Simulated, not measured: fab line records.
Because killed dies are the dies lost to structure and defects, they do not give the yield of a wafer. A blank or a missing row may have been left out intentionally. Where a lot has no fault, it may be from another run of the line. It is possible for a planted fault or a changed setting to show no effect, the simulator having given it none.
Which tool is to blame? :: flow sky130 :: 12 lots with 36 wafers sampled at 7 steps, on a route of 708 steps

== WHAT THE GAUGES READ, wafer by wafer ==
SKY_FIELD_ISO_CD_MEAS_13: the cd target is 150 nm.
lot: L950
measured: day 2 05:05
on: cdSem-01
cdNm (nm): 149.9 149.9 150.4

lot: L953
measured: day 2 23:27
on: cdSem-01
cdNm (nm): 149.7 148.4 147.7

lot: L959
measured: day 4 08:44
on: cdSem-02
cdNm (nm): 150.6 150.5 149.7

lot: L961
measured: day 4 13:45
on: cdSem-02
cdNm (nm): 148.3 148.8 148.6

lot: L962
measured: day 4 20:31
on: cdSem-02
cdNm (nm): 149.1 149.7 148.6

lot: L963
measured: day 4 23:35
on: cdSem-01
cdNm (nm): 151.6 149.9 151.7

lot: L965
measured: day 5 12:53
on: cdSem-02
cdNm (nm): 150.6 152.5 150.5

lot: L966
measured: day 5 19:04
on: cdSem-01
cdNm (nm): 150.6 151.3 150.7

lot: L968
measured: day 6 01:49
on: cdSem-02
cdNm (nm): 146.1 148.2 147.6

lot: L970
measured: day 6 13:17
on: cdSem-01
cdNm (nm): 147.6 147.1 149.1

lot: L971
measured: day 6 17:14
on: cdSem-02
cdNm (nm): 149.0 149.6 149.5

lot: L973
measured: day 7 08:46
on: cdSem-02
cdNm (nm): 151.8 152.5 152.0

SKY_VT_ADJUST_LVTN_OVL_MEAS_07.
lot: L950
measured: day 6 19:58
on: overlay-02
VT_ADJUST_LVTN_OVL (nm): -0.6 0.3 0.3

lot: L953
measured: day 8 00:05
on: overlay-01
VT_ADJUST_LVTN_OVL (nm): 1.3 1.1 -0.1

lot: L959
measured: day 9 16:43
on: overlay-02
VT_ADJUST_LVTN_OVL (nm): 2.6 1.2 1.1

lot: L961
measured: day 9 20:53
on: overlay-02
VT_ADJUST_LVTN_OVL (nm): - - -

lot: L962
measured: day 10 01:27
on: overlay-02
VT_ADJUST_LVTN_OVL (nm): - - -

lot: L963
measured: day 10 09:04
on: overlay-02
VT_ADJUST_LVTN_OVL (nm): - - -

lot: L965
measured: day 10 22:03
on: overlay-01
VT_ADJUST_LVTN_OVL (nm): 2.2 -1.0 0.2

lot: L966
measured: day 11 08:34
on: overlay-02
VT_ADJUST_LVTN_OVL (nm): 0.3 0.7 0.4

lot: L968
measured: day 11 17:25
on: overlay-02
VT_ADJUST_LVTN_OVL (nm): -1.9 -0.3 1.3

lot: L970
measured: day 12 08:31
on: overlay-01
VT_ADJUST_LVTN_OVL (nm): -0.8 -2.7 -2.0

lot: L971
measured: day 12 11:25
on: overlay-01
VT_ADJUST_LVTN_OVL (nm): 0.1 0.6 0.5

lot: L973
measured: day 13 07:22
on: overlay-02
VT_ADJUST_LVTN_OVL (nm): -0.6 -1.6 1.7

SKY_VT_ADJUST_LVTN_TW_MEAS_21.
lot: L950
measured: day 7 16:10
on: filmMetro-04
VT_ADJUST_LVTN_2_TW: 186.7 187.2 186.1

lot: L953
measured: day 8 20:19
on: filmMetro-02
VT_ADJUST_LVTN_2_TW: 191.1 191.5 191.7

lot: L959
measured: day 10 15:18
on: filmMetro-04
VT_ADJUST_LVTN_2_TW: 186.8 187.5 186.9

lot: L961
measured: day 10 19:52
on: filmMetro-03
VT_ADJUST_LVTN_2_TW: 269.5 268.5 268.2

lot: L962
measured: day 10 23:51
on: filmMetro-03
VT_ADJUST_LVTN_2_TW: 268.9 268.7 267.5

lot: L963
measured: day 11 09:03
on: filmMetro-04
VT_ADJUST_LVTN_2_TW: 267.1 264.8 265.8

lot: L965
measured: day 11 22:12
on: filmMetro-03
VT_ADJUST_LVTN_2_TW: 189.6 189.7 190.4

lot: L966
measured: day 12 09:10
on: filmMetro-04
VT_ADJUST_LVTN_2_TW: 187.9 188.2 187.9

lot: L968
measured: day 12 18:04
on: filmMetro-04
VT_ADJUST_LVTN_2_TW: 187.3 187.2 189.0

lot: L970
measured: day 13 09:46
on: filmMetro-03
VT_ADJUST_LVTN_2_TW: 188.1 188.8 188.4

lot: L971
measured: day 13 13:03
on: filmMetro-04
VT_ADJUST_LVTN_2_TW: 189.5 188.7 188.9

lot: L973
measured: day 14 09:32
on: filmMetro-04
VT_ADJUST_LVTN_2_TW: 187.2 186.9 187.1

SKY_VT_ADJUST_NCORE_OVL_MEAS_08.
lot: L950
measured: day 8 12:32
on: overlay-01
VT_ADJUST_NCORE_OVL (nm): 0.3 -0.3 -0.5

lot: L953
measured: day 9 17:09
on: overlay-02
VT_ADJUST_NCORE_OVL (nm): -0.5 -1.2 -1.5

lot: L959
measured: day 11 15:14
on: overlay-02
VT_ADJUST_NCORE_OVL (nm): 1.3 -0.1 0.2

lot: L961
measured: day 11 18:57
on: overlay-01
VT_ADJUST_NCORE_OVL (nm): 0.6 -0.3 -0.3

lot: L962
measured: day 11 23:20
on: overlay-01
VT_ADJUST_NCORE_OVL (nm): -0.2 -1.0 0.4

lot: L963
measured: day 12 09:01
on: overlay-01
VT_ADJUST_NCORE_OVL (nm): -1.4 0.6 -1.9

lot: L965
measured: day 12 22:43
on: overlay-01
VT_ADJUST_NCORE_OVL (nm): 0.5 -0.8 -1.8

lot: L966
measured: day 13 10:16
on: overlay-01
VT_ADJUST_NCORE_OVL (nm): -1.2 1.1 0.7

lot: L968
measured: day 13 18:24
on: overlay-02
VT_ADJUST_NCORE_OVL (nm): 0.8 3.4 1.6

lot: L970
measured: day 14 11:16
on: overlay-02
VT_ADJUST_NCORE_OVL (nm): 1.2 0.2 -0.8

lot: L971
measured: day 14 14:58
on: overlay-02
VT_ADJUST_NCORE_OVL (nm): 0.1 -1.6 -0.8

lot: L973
measured: day 15 12:08
on: overlay-01
VT_ADJUST_NCORE_OVL (nm): -1.8 -2.1 0.8

SKY_VT_ADJUST_NCORE_TW_MEAS_11.
lot: L950
measured: day 8 12:50
on: filmMetro-03
VT_ADJUST_NCORE_TW: 221.7 221.0 221.4

lot: L953
measured: day 9 17:26
on: filmMetro-02
VT_ADJUST_NCORE_TW: 221.8 221.3 221.9

lot: L959
measured: day 11 15:31
on: filmMetro-01
VT_ADJUST_NCORE_TW: 216.6 216.9 217.2

lot: L961
measured: day 11 19:14
on: filmMetro-03
VT_ADJUST_NCORE_TW: 286.0 286.7 285.8

lot: L962
measured: day 11 23:37
on: filmMetro-01
VT_ADJUST_NCORE_TW: 280.3 280.7 279.5

lot: L963
measured: day 12 09:18
on: filmMetro-01
VT_ADJUST_NCORE_TW: 280.5 279.5 281.1

lot: L965
measured: day 12 22:59
on: filmMetro-03
VT_ADJUST_NCORE_TW: 221.3 221.3 221.1

lot: L966
measured: day 13 10:33
on: filmMetro-01
VT_ADJUST_NCORE_TW: 218.7 217.0 218.6

lot: L968
measured: day 13 18:45
on: filmMetro-03
VT_ADJUST_NCORE_TW: 219.7 219.2 218.9

lot: L970
measured: day 14 11:33
on: filmMetro-01
VT_ADJUST_NCORE_TW: 216.5 216.2 216.5

lot: L971
measured: day 14 15:14
on: filmMetro-03
VT_ADJUST_NCORE_TW: 219.2 220.1 220.3

lot: L973
measured: day 15 12:25
on: filmMetro-03
VT_ADJUST_NCORE_TW: 220.8 219.2 220.6

SKY_VT_ADJUST_HVTR_CD_MEAS_07: the cd target is 380 nm.
lot: L950
measured: day 9 10:34
on: cdSem-02
cdNm (nm): 381.2 381.9 378.8

lot: L953
measured: day 10 15:07
on: cdSem-02
cdNm (nm): 382.9 377.9 379.2

lot: L959
measured: day 12 15:33
on: cdSem-02
cdNm (nm): 379.2 380.4 380.8

lot: L961
measured: day 12 20:02
on: cdSem-02
cdNm (nm): 379.4 382.2 380.9

lot: L962
measured: day 12 23:32
on: cdSem-01
cdNm (nm): 377.4 378.7 376.8

lot: L963
measured: day 13 10:28
on: cdSem-01
cdNm (nm): 376.2 375.7 376.6

lot: L965
measured: day 14 00:21
on: cdSem-01
cdNm (nm): 379.8 379.6 380.2

lot: L966
measured: day 14 11:41
on: cdSem-01
cdNm (nm): 382.2 381.7 382.4

lot: L968
measured: day 14 20:52
on: cdSem-01
cdNm (nm): 379.7 379.5 380.5

lot: L970
measured: day 15 14:13
on: cdSem-01
cdNm (nm): 383.6 380.4 382.6

lot: L971
measured: day 15 18:07
on: cdSem-02
cdNm (nm): 380.7 379.1 378.4

lot: L973
measured: day 16 16:52
on: cdSem-01
cdNm (nm): 377.9 379.3 380.4

== WHICH TOOL RAN EACH LOT (tool, then ch and the chambers of the sampled wafers, then the start) ==
lot: L950
SKY_VT_ADJUST_LVTN_COAT_02: lithoTrack-03 ch 0, day 6 10:29

lot: L953
SKY_VT_ADJUST_LVTN_COAT_02: lithoTrack-04 ch 0, day 7 13:55

lot: L959
SKY_VT_ADJUST_LVTN_COAT_02: lithoTrack-04 ch 0, day 9 06:13

lot: L961
SKY_VT_ADJUST_LVTN_COAT_02: lithoTrack-04, day 9 10:28

lot: L962
SKY_VT_ADJUST_LVTN_COAT_02: lithoTrack-04, day 9 14:46

lot: L963
SKY_VT_ADJUST_LVTN_COAT_02: lithoTrack-01, day 9 21:50

lot: L965
SKY_VT_ADJUST_LVTN_COAT_02: lithoTrack-04 ch 0, day 10 10:46

lot: L966
SKY_VT_ADJUST_LVTN_COAT_02: lithoTrack-01 ch 0, day 10 20:29

lot: L968
SKY_VT_ADJUST_LVTN_COAT_02: lithoTrack-01 ch 0, day 11 06:14

lot: L970
SKY_VT_ADJUST_LVTN_COAT_02: lithoTrack-03 ch 0, day 11 19:08

lot: L971
SKY_VT_ADJUST_LVTN_COAT_02: lithoTrack-03 ch 0, day 11 23:01

lot: L973
SKY_VT_ADJUST_LVTN_COAT_02: lithoTrack-01 ch 0, day 12 18:39
- SKY_VT_ADJUST_LVTN_COAT_02: resist thk 3000 nm.

== AS READ BY THE TOOLS THEMSELVES (means over the sampled wafers that have a number; for cases with no such wafer, the mark the record gives instead) ==
SKY_VT_ADJUST_LVTN_COAT_02.
lot: L950
tool: lithoTrack-03
chillPlateTempC (C): 23.03
dispensePressureKPa (kPa): 55.5

lot: L953
tool: lithoTrack-04
chillPlateTempC (C): 23.02
dispensePressureKPa (kPa): 51.1

lot: L959
tool: lithoTrack-04
chillPlateTempC (C): 22.90
dispensePressureKPa (kPa): 51.2

lot: L961
tool: lithoTrack-04
chillPlateTempC (C): -
dispensePressureKPa (kPa): -

lot: L962
tool: lithoTrack-04
chillPlateTempC (C): -
dispensePressureKPa (kPa): -

lot: L963
tool: lithoTrack-01
chillPlateTempC (C): -
dispensePressureKPa (kPa): -

lot: L965
tool: lithoTrack-04
chillPlateTempC (C): 22.96
dispensePressureKPa (kPa): 51.1

lot: L966
tool: lithoTrack-01
chillPlateTempC (C): 22.98
dispensePressureKPa (kPa): 50.6

lot: L968
tool: lithoTrack-01
chillPlateTempC (C): 22.96
dispensePressureKPa (kPa): 50.6

lot: L970
tool: lithoTrack-03
chillPlateTempC (C): 22.91
dispensePressureKPa (kPa): 55.4

lot: L971
tool: lithoTrack-03
chillPlateTempC (C): 23.11
dispensePressureKPa (kPa): 55.5

lot: L973
tool: lithoTrack-01
chillPlateTempC (C): 23.04
dispensePressureKPa (kPa): 50.5

== THE ANSWER, worked out from the rows above alone ==
Rule: the lots themselves supply what counts as usual. The widest of any qualifying gaps counts: lots, ordered by their means at a reading, are off when they make up no more than a third of the lots, leave a main group of 4 or more, and stand apart from it by 3 or more times the standard deviation of that group's means. A main group whose means are all the same, to the digits that the tables above print for the reading, isn't used. A lot without any number at a reading at which 4 lots or more have one is off too. Where the step has rows for the other lots, those lots are counted as sound. First the gauges in route order, then the tools' own readings, where a lot's mean is used as printed above. The first step at which some lot is off is used, and at that step the reading that is off furthest; a lot without a number counts as furthest.
Off: L961, L962, L963, seen at SKY_VT_ADJUST_LVTN_OVL_MEAS_07 (VT_ADJUST_LVTN_OVL). Without a number there: L961, L962, L963. For the main group the mean is 0.2 nm and the standard deviation 0.89.
If a tool, at a process step before that reading, ran all the lots that are off and no sound lot after the first of them, it fits. Not tried: the gauges at SKY_VT_ADJUST_LVTN_OVL_MEAS_07; whatever is off there is also off at SKY_VT_ADJUST_LVTN_TW_MEAS_21, on other tools, and gauge error can't account for it. Not one of the candidates tried fits.

== WHAT THE SIMULATOR HAD PUT IN ==
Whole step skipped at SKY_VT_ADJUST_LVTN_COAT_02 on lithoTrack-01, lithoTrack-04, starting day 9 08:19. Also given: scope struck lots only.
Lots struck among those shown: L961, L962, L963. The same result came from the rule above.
